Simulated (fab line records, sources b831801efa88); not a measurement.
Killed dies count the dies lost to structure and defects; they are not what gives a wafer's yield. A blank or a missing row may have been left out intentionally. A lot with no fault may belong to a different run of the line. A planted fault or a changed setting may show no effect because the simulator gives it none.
A lot that was struck, set against a sound lot | flow sfq line | 13 out of 325 route steps
Sound: these wafers, L241.1, L241.3, L241.6. Struck: wafers L257.1, L257.5. (L257.4 of the same lot was not struck and is left out.) The cause comes at the end.
At each step with rows: each side's tool, then ch and its chambers, then its first start. Under that, the readings that differ: sound wafers | struck wafers | difference of the means | sigmas: that difference in standard deviations of wafers without a fault.
alike: a reading whose means differ by less than 2 such deviations, as well as words and numbers matching on both sides. not compared: withheld readings; readings where some wafer has no value; bounds like >300 that might hide an equal value; numbers whose values overlap and for which the record gives no deviation.
Wherever a step has rows on one side only, a row that says differs or no value, or a row with sigmas, the two part there. Numbers that don't overlap but have no deviation are shown without sigmas and don't part them. Lack of a reading on every wafer of one side parts them only where that side has two or more wafers.

first, 1 step without rows for these wafers: SFQ_TRILAYER_M1_DEP_PRE_CLEAN_038 (time 22.5 s).
SFQ_TRILAYER_M1_DEP_SPUTTER_037: material Nb, target thk 200 nm, time 133.3 s.
  struck on pvd sputter-05, day 25 15:38; sound on pvd sputter-06, day 18 01:29
  alike: base pressure pa, throttle valve pct
SFQ_M1_RS_MEAS_909: a four-point-probe measurement.
  struck on film metro-03, day 25 15:43; sound on film metro-03, day 18 01:34
  alike: M1_NB_RS
then, 6 steps without rows for these wafers: SFQ_TRILAYER_M1_LITHO_COAT_044 (resist thk 62 nm); SFQ_TRILAYER_M1_LITHO_COAT_039 (resist thk 600 nm); SFQ_TRILAYER_M1_LITHO_SOFTBAKE_043; SFQ_TRILAYER_M1_LITHO_EXPOSE_040 (exposes mask M1, target cd 500 nm); SFQ_TRILAYER_M1_LITHO_PEB_042 (peb time 60 s); SFQ_TRILAYER_M1_LITHO_DEVELOP_041 (time 60 s).
-- the record jumps here: 5 days lie between the struck wafers' starts before and after --
SFQ_M1_OVL_MEAS_911:
  struck on overlay-02, day 30 20:46; sound on overlay-02, day 24 13:14
  alike: M1_OVL
SFQ_TRILAYER_M1_BARC_OPEN_METAL_ETCH_054: etches BARC in O2, target depth 125 nm, time 41.7 s.
  sound on rie metal-02 ch 0,1, day 24 13:16; struck on rie metal-02 ch 1, day 30 20:47
  alike: drypump motor current A, oes product au, run length s
  not compared: rf hours counter h
SFQ_TRILAYER_M1_ETCH_METAL_ETCH_042: etches Nb in Cl2/Ar, stops on SiO2, target depth 240 nm, time 120 s.
  sound on rie metal-02 ch 0,1, day 24 13:20; struck on rie metal-02 ch 1, day 30 20:51
  reading                                             | sound             | struck      | difference | sigmas
  oes product au (a.u.)                               | 0.891 0.897 0.890 | 0.819 0.824 | -0.071     | -10
  run length s (s)                                    | 148.1 148.3 148.0 | 164.0 164.4 | +16.1      | +36
  model.KrF_of_TRILAYER_M1_LITHO_COAT_039.thk nm (nm) | 382.2 380.4 381   | 363.5 361.9 | -18.5      |
  model.SiO2_of_TRILAYER_I0_DEP_PECVD_027.thk nm (nm) | 192.5 191.3 192.5 | 188.3 186.6 | -4.7       |
  model.M1.feature depth nm (nm)                      | 198.9 199.8 199.1 | 203.4 204   | +4.4       |
  alike: drypump motor current A
  not compared: rf hours counter h
SFQ_TRILAYER_M1_STRIP_STRIP_043: strips in O2.
  sound on rie metal-02 ch 0,1, day 24 13:28; struck on rie metal-02 ch 1, day 30 20:59
  alike: drypump motor current A, oes product au
  not compared: rf hours counter h

## WHERE THEY PART
Within this record, at SFQ_TRILAYER_M1_ETCH_METAL_ETCH_042 only. Later steps at which nothing parts them and some readings are alike: SFQ_TRILAYER_M1_STRIP_STRIP_043.

WHY: the cause the simulator had injected
rie metal-02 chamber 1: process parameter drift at SFQ_TRILAYER_M1_ETCH_METAL_ETCH_042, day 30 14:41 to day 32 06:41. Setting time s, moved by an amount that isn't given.
